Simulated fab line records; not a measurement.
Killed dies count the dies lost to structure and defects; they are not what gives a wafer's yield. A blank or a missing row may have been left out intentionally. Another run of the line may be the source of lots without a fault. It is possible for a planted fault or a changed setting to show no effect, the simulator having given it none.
One fault seen from 2 desks + flow sky130 + each desk has only its own numbers; what lay behind them comes last

== METROLOGY DESK ==
What the gauges read for every lot (on any tool): the sampled wafers with a number, averaged. The brackets show how far a lot's mean lies from the usual mean; more than 4 standard deviations puts the lot out of limits, marked OUT.
Columns: A = SONOS_ONO_OXIDATION_THK at SKY_SONOS_ONO_THK_MEAS_01, usual 2.62 nm
| lot  | first seen here | A    |
|------|-----------------|------|
| L991 | day 12 03:07    | 2.48 |
| L994 | day 13 02:36    | 2.63 |
| L996 | day 13 21:14    | 2.58 |
| L997 | day 13 22:17    | 2.59 |
| L104 | day 16 11:20    | 2.54 |
| L106 | day 17 17:22    | 2.65 |
| L105 | day 17 20:34    | 2.59 |
| L108 | day 18 02:24    | 2.62 |
| L107 | day 18 05:29    | 2.62 |
| L109 | day 18 08:05    | 2.65 |
| L111 | day 18 19:13    | 2.61 |
| L112 | day 19 13:10    | 2.65 |
This desk's finding: nothing out of limits on any of the 12 lots.

== TOOL OWNER'S DESK, rie-si-01 ==
The tool's own readings at SKY_POLY_GATE_ETCH_17 (etches poly-Si in HBr/Cl2, stops on SiO2, target depth 180 nm, time 70.5 s): means of the sampled wafers that have a number, for each lot that ran on this tool. The brackets show how far a lot's mean lies from the usual mean; more than 4 standard deviations puts the lot out of limits, marked OUT.
Columns: A = chamber-pressure-mTorr at SKY_POLY_GATE_ETCH_17, usual 10.000 mTorr; B = drypump-motor-current-A at SKY_POLY_GATE_ETCH_17, usual 5.4 A; C = oes-product-au at SKY_POLY_GATE_ETCH_17, usual 0.983 a.u.; D = throttle-valve-pct at SKY_POLY_GATE_ETCH_17, usual 33.685 %
| lot  | first seen here | A      | B   | C     | D      |
|------|-----------------|--------|-----|-------|--------|
| L991 | day 17 02:26    | 10.004 | 5.3 | 0.988 | 33.685 |
| L994 | day 18 03:32    | 9.989  | 5.7 | 0.961 | 33.679 |
| L997 | day 19 00:23    | 9.993  | 5.9 | 0.976 | 33.681 |
| L996 | day 19 05:23    | 9.995  | 5.5 | 0.976 | 33.683 |
| L106 | day 23 06:17    | 10.008 | 5.5 | 0.983 | 33.684 |
| L108 | day 23 17:38    | 9.995  | 5.2 | 0.993 | 33.681 |
| L107 | day 23 23:56    | 10.014 | 5.5 | 0.991 | 33.686 |
| L111 | day 24 12:59    | 10.007 | 5.4 | 0.982 | 33.688 |
| L112 | day 25 01:14    | 10.004 | 5.5 | 0.992 | 33.686 |
This desk's finding: nothing out of limits on any of the 9 lots.

== ALL TOGETHER ==
Metrology desk: nothing out of limits seen.
The desk of the tool owner found nothing out of limits.

== WHAT THE SIMULATOR HAD PUT IN ==
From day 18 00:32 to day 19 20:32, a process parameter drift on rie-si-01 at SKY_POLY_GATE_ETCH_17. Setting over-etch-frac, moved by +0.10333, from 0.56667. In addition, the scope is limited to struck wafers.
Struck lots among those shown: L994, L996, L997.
